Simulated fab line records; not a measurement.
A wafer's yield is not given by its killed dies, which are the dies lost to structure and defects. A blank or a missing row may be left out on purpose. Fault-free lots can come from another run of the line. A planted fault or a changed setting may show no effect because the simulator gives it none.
What tool caused it? / flow sky130 / 6 lots, 18 wafers sampled, at 3 steps of a route of 708

== WHAT THE GAUGES SHOWED, per wafer ==
SKY_LDD_P_TW_MEAS_11.
lot=L107; measured=day 19 17:17; on=film_metro-02; LDD_P_TW=637 639 639
lot=L114; measured=day 22 21:29; on=film_metro-01; LDD_P_TW=636 636 633
lot=L117; measured=day 23 14:06; on=film_metro-03; LDD_P_TW=790 788 791
lot=L122; measured=day 25 07:32; on=film_metro-03; LDD_P_TW=635 635 636
lot=L126; measured=day 26 12:32; on=film_metro-03; LDD_P_TW=638 638 640
lot=L129; measured=day 27 11:41; on=film_metro-02; LDD_P_TW=633 635 637

== WHICH TOOL RAN EACH LOT (tool, then ch and the chambers of the sampled wafers, then the start) ==
lot=L107; SKY_GATE_OXIDE_STRIP_13=plasma_asher-03 ch 0,1, day 14 10:44; SKY_LDD_P_IMPLANT_09=implanter-03 ch 0, day 19 17:02
lot=L114; SKY_GATE_OXIDE_STRIP_13=plasma_asher-04 ch 0,1, day 17 10:25; SKY_LDD_P_IMPLANT_09=implanter-03 ch 0, day 22 21:14
lot=L117; SKY_GATE_OXIDE_STRIP_13=plasma_asher-02 ch 0,1, day 18 01:01; SKY_LDD_P_IMPLANT_09=implanter-02 ch 0, day 23 13:31
lot=L122; SKY_GATE_OXIDE_STRIP_13=plasma_asher-03 ch 0,1, day 19 19:34; SKY_LDD_P_IMPLANT_09=implanter-01 ch 0, day 25 07:19
lot=L126; SKY_GATE_OXIDE_STRIP_13=plasma_asher-04 ch 0,1, day 21 05:11; SKY_LDD_P_IMPLANT_09=implanter-02 ch 0, day 26 12:19
lot=L129; SKY_GATE_OXIDE_STRIP_13=plasma_asher-02 ch 0,1, day 22 07:04; SKY_LDD_P_IMPLANT_09=implanter-03 ch 0, day 27 11:26
- SKY_GATE_OXIDE_STRIP_13: strips in O2/N2.
- SKY_LDD_P_IMPLANT_09

== THE ANSWER, worked out from the rows above alone ==
Rule: what is usual is taken from the lots themselves. Put in order of their means at a reading, lots are off if they are a third of the lots or fewer, leave a main group of 4 or more, and stand apart from it by a gap of 3 or more times the standard deviation of the main group's means; of several such gaps the widest counts. If all means in a main group match to the digits the tables above print for the reading, that group is not used. Also off: a lot with no number at a reading for which 4 or more lots have one. Any other lot the step has rows for is counted as sound.
Off: L117, at SKY_LDD_P_TW_MEAS_11 (LDD_P_TW). For the main group the mean is 636 and the standard deviation 1.7.
If a tool, at a process step before that reading, ran all the lots that are off and no sound lot after the first of them, it fits. The gauges at SKY_LDD_P_TW_MEAS_11 are tried like those tools. Not one of the candidates tried fits.

== WHAT THE SIMULATOR HAD PUT IN ==
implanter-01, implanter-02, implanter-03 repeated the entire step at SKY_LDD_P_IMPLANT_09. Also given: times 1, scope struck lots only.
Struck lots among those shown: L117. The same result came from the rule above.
